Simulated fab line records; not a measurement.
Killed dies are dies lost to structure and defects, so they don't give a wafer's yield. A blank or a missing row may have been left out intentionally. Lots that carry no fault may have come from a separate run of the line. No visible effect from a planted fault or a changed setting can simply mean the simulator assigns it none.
Matching of chambers || flow sky130 || SKY_CONTACT_CMP_04 on cmp-01: 4 sister chambers
The step polishes SiO2. 4 wafers are shown with their chamber, then 9 later ones without.

## WAFERS PAIRED WITH THEIR CHAMBERS
{"wafer": "L915.1", "chamber": 0, "motorCurrentA (A)": 13.0}
{"wafer": "L921.1", "chamber": 3, "motorCurrentA (A)": 10.7}
{"wafer": "L921.2", "chamber": 2, "motorCurrentA (A)": 10.7}
{"wafer": "L921.6", "chamber": 1, "motorCurrentA (A)": 11.6}

## WAFERS WHOSE CHAMBER IS MISSING
{"wafer": "L922.1", "motorCurrentA (A)": 11.3}
{"wafer": "L922.2", "motorCurrentA (A)": 10.5}
{"wafer": "L922.3", "motorCurrentA (A)": 11.1}
{"wafer": "L927.1", "motorCurrentA (A)": 11.2}
{"wafer": "L927.3", "motorCurrentA (A)": 10.9}
{"wafer": "L927.5", "motorCurrentA (A)": 10.6}
{"wafer": "L928.1", "motorCurrentA (A)": 11.8}
{"wafer": "L928.4", "motorCurrentA (A)": 12.5}
{"wafer": "L928.6", "motorCurrentA (A)": 12.8}

## WHICH CHAMBER EACH WENT THROUGH
{"wafer": "L922.1", "from the rows above": "can't be placed: 1 or 2 or 3", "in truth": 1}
{"wafer": "L922.2", "from the rows above": "can't be placed: 2 or 3", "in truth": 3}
{"wafer": "L922.3", "from the rows above": "can't be placed: 2 or 3 or 1", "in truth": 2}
{"wafer": "L927.1", "from the rows above": "can't be placed: 1 or 2 or 3", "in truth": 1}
{"wafer": "L927.3", "from the rows above": "can't be placed: 2 or 3 or 1", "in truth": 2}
{"wafer": "L927.5", "from the rows above": "can't be placed: 2 or 3", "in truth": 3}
{"wafer": "L928.1", "from the rows above": 1, "in truth": 1}
{"wafer": "L928.4", "from the rows above": "can't be placed: 0 or 1", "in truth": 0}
{"wafer": "L928.6", "from the rows above": 0, "in truth": 0}
Placed correctly: 2 of 9. Unplaceable from these rows: 7, with the true chamber sitting among the candidates in 7. 0 placed wrongly.
How it was worked out, from the rows above alone: a wafer's distance from a chamber is the root of the sum, over the readings, of the square of ((its reading less the chamber's mean) divided by the reading's scatter). The wafer belongs to the nearest chamber; if the next one is less than 2 further off, it can't be placed. Each chamber's mean is taken over the wafers shown for it. The scatter: with one shown wafer a chamber, the root of the mean of the squares of how far each hidden wafer lies from its nearest shown one.
